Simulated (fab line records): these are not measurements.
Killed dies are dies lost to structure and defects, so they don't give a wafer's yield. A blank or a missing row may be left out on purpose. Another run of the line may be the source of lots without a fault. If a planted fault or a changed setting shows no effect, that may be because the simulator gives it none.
A struck lot beside a sound one -- flow sky130 -- 15 out of 708 route steps
Sound: wafers L745.2, L745.3, L745.6. Struck: wafer L748.3 (L748.1, L748.6, from the same lot, were not struck and are left out); the cause is given at the end.
Each step with rows lists, per side, the tool, then ch with its chambers, then its first start. Under that, the readings that differ: sound wafers -- struck wafers -- difference of the means -- sigmas: that difference in standard deviations of wafers without a fault.
alike: same words and numbers on both sides, and readings whose means sit less than 2 such deviations apart. not compared: any withheld reading, any reading some wafer has no value for, any bound like >300 that may hide the same value, and any number with overlapping values for which the record gives no deviation.
The two part at a step that has a row with sigmas, a row that says differs or no value, or rows on one side only. Numbers that have no deviation but don't overlap get no sigmas and don't part them. Lack of a reading on every wafer of one side parts them only where that side has two or more wafers.

first, 7 steps without rows for these wafers: SKY_METAL2_HMDS_08 (prime time 60 s); SKY_METAL2_COAT_09 (resist thk 60 nm); SKY_METAL2_COAT_10 (resist thk 450 nm); SKY_METAL2_SOFTBAKE_11 (time 90 s); SKY_METAL2_EXPOSE_12 (exposes mask MM2, target cd 140 nm); SKY_METAL2_PEB_13; SKY_METAL2_DEVELOP_14 (develop time 60 s).
SKY_METAL2_CD_MEAS_15: the cd target is 140 nm.
  sound on cd_sem-01, day 37 11:37; struck on cd_sem-02, day 37 23:54
reading,sound,struck,difference,sigmas
cd_nm (nm),140.9 140.9 140.8,137.8,-3.1,-2
SKY_METAL2_OVL_MEAS_16:
  sound on overlay-01, day 37 11:43; struck on overlay-02, day 38 00:01
  alike: METAL2_OVL
SKY_METAL2_DESCUM_17: chemistry O2, time 8 s.
  sound on rie_metal-04 ch 0,1, day 37 11:44; struck on rie_metal-01 ch 0, day 38 00:04
  alike: drypump_motor_current_A, oes_product_au
  not compared: rf_hours_counter_h
SKY_METAL2_ETCH_18: etches BARC in N2/H2, stops on SiO2, time 45.9 s, target depth 60 nm.
  sound on rie_metal-04 ch 0,1, day 37 11:46; struck on rie_metal-01 ch 0, day 38 00:05
  alike: drypump_motor_current_A, oes_product_au, throttle_valve_pct
  not compared: rf_hours_counter_h
SKY_METAL2_METAL_ETCH_19: etches the open film in Cl2/BCl3, stops on SiO2, target depth 360 nm, time 78 s.
  sound on rie_metal-04 ch 0,1, day 37 11:50; struck on rie_metal-01 ch 0, day 38 00:09
  alike: drypump_motor_current_A, oes_product_au, throttle_valve_pct
  not compared: rf_hours_counter_h
SKY_METAL2_STRIP_20: strips in O2/N2.
  sound on plasma_asher-01 ch 0,1, day 37 11:56; struck on plasma_asher-02 ch 0, day 38 00:14
reading,sound,struck,difference,sigmas
drypump_motor_current_A (A),5.7 6.5 6.5,5.2,-1.0,-2
overash_fraction,0.5 0.5 0.5,0.7,+0.2,
  alike: oes_product_au, strip_time_to_endpoint_s
  not compared: rf_hours_counter_h
then, 1 step without rows for these wafers: SKY_METAL2_STRIP_21 (strips in post etch residue remover, time 1200 s).
-- the record jumps here: 10 days lie between the struck wafers' starts before and after (it left off in module METAL2 and takes up again in module PAD_OPEN, whose first step shown is number 708 of the route) --
SKY_PAD_OPEN_PROBE_99:
  sound on prober-02, day 47 11:56; struck on prober-02, day 47 22:50
reading,sound,struck,difference,sigmas
killed_at_front_end,22 31 11,8,-13,-3
killed_short,47 40 49,29,-16,-3
  alike: defect_limited_yield, killed_at_M0_to_M3, killed_at_M4_up, killed_at_contacts, killed_at_other, killed_dies, killed_on_rim, killed_open, sort_bin_3_pad_short, sort_bin_5_function, sort_bin_6_memory, sort_n_pass, sort_yield_pct

## WHERE THEY PART
Earliest at SKY_METAL2_CD_MEAS_15; latest, in this record, at SKY_PAD_OPEN_PROBE_99.

WHY: what the simulator had put in
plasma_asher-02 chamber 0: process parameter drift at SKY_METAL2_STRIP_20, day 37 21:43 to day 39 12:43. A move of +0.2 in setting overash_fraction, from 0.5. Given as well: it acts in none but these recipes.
